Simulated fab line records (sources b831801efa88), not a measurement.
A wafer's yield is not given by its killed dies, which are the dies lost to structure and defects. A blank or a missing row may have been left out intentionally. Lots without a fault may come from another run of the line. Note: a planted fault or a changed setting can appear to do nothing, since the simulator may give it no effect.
A single fault, viewed from 2 desks    flow gf180mcu    what lay behind the numbers comes last; until then each desk has only its own

== FOR THE TOOL OWNER'S DESK: implanter-03 ==
For each lot that ran on this tool, the mean over its sampled wafers that have a number, from the tool's own readings at GF_HV_LDD_IMPLANT_35. Marked OUT: a lot whose mean sits more than 4 standard deviations from the usual mean, which makes it out of limits; the brackets give that distance.
Columns: A = dose ions cm2 at GF_HV_LDD_IMPLANT_35, usual 7.501e+12; B = faraday current uA at GF_HV_LDD_IMPLANT_35, usual 42.2
lot   first seen here  A                            B
L160  day 12 01:13     7.503e+12                    43.0
L161  day 12 06:41     7.513e+12                    42.3
L164  day 13 04:32     7.493e+12                    41.9
L171  day 15 09:17     7.502e+12                    42.6
L178  day 17 23:28     8.683e+12 (+99 or more) OUT  48.5 (+7.9) OUT
L179  day 18 06:32     8.697e+12 (+99 or more) OUT  49.2 (+8.7) OUT
This desk's verdict: out of limits on L178, L179, starting with L178 at day 17 23:28 (dose ions cm2 at GF_HV_LDD_IMPLANT_35). L160, L161, L164, L171 stayed within limits.

== AT THE METROLOGY DESK ==
What the gauges read for every lot (on any tool): the sampled wafers with a number, averaged. Marked OUT: a lot whose mean sits more than 4 standard deviations from the usual mean, which makes it out of limits; the brackets give that distance.
Columns: A = VT_IMPLANT_OVL at GF_VT_IMPLANT_OVL_MEAS_07, usual -0.3 nm; B = POLY_GATE_OVL at GF_POLY_GATE_OVL_MEAS_11, usual 0 nm; C = HV_LDD_RS at GF_HV_LDD_RS_MEAS_53, usual 418.2 ohm/sq
lot   first seen here  A     B    C
L160  day 5 22:29      0.0   -3   418.5
L161  day 6 03:13      -0.2  2    419.8
L162  day 6 09:28      -0.0  3    417.8
L164  day 6 19:37      -1.5  -10  418.5
L165  day 7 03:50      0.3   -0   419.2
L167  day 7 18:49      0.4   -5   417.9
L168  day 7 22:46      -1.4  3    418.2
L169  day 8 04:01      0.0   -1   418.2
L170  day 8 12:21      0.3   1    417.8
L171  day 8 17:07      0.8   2    418.4
L172  day 8 22:16      -2.0  4    416.0
L178  day 10 13:04     -2.2  -1   415.6
L179  day 10 21:46     -0.9  5    415.5
Result from this desk: across the 13 lots, nothing is out of limits.

== PUT TOGETHER ==
The tool owner's desk could have raised an alarm at day 17 23:28, on L178, L179.
Nothing out of limits was seen by the metrology desk.
The metrology desk has L178, L179 on record, within its limits.
Of the lots named, all ran GF_HV_LDD_IMPLANT_35 on implanter-03.

== WHAT WAS PUT IN BY THE SIMULATOR ==
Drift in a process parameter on implanter-03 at GF_HV_LDD_IMPLANT_35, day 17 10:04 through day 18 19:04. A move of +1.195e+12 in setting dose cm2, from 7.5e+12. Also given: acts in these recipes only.
Shown lots that were struck: L178, L179.
How many hours passed from the start of the fault until each desk's first out-of-limits reading: the tool owner's desk, 13.
